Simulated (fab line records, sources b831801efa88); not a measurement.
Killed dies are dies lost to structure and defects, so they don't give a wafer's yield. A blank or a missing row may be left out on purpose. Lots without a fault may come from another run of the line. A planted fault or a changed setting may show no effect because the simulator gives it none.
Which tool did it? | flow gf180mcu | 7 lots, 21 wafers sampled, at 1 step of a route of 602

WHAT THE GAUGES READ, wafer by wafer
GF_CONTACT_THK_MEAS_26: measures by xrf.
lot  | measured     | on            | CONTACT_W_THK (nm)
L703 | day 16 08:25 | film_metro-03 | 297 293 292
L706 | day 17 21:33 | film_metro-01 | 308 302 307
L707 | day 18 13:40 | film_metro-02 | 296 298 302
L709 | day 19 15:28 | film_metro-03 | 297 297 302
L711 | day 20 12:21 | film_metro-01 | 300 299 305
L714 | day 21 12:52 | film_metro-03 | 295 293 298
L722 | day 23 09:53 | film_metro-01 | 300 309 299

WHICH TOOL RAN EACH LOT (tool, then ch and the chambers of the sampled wafers, then the start)
The record holds no process step before these readings.

THE ANSWER, worked out from the rows above alone
Rule: what is usual is taken from the lots themselves. Put in order of their means at a reading, lots are off if they are a third of the lots or fewer, leave a main group of 4 or more, and stand apart from it by a gap of 3 or more times the standard deviation of the main group's means; of several such gaps the widest counts. A main group whose means are all the same, to the digits that the tables above print for the reading, isn't used. A lot without any number at a reading at which 4 lots or more have one is off too. The other lots that the step has rows for count as sound.
No lot is off at any reading shown: from this, nothing can be told.

WHAT THE SIMULATOR HAD PUT IN
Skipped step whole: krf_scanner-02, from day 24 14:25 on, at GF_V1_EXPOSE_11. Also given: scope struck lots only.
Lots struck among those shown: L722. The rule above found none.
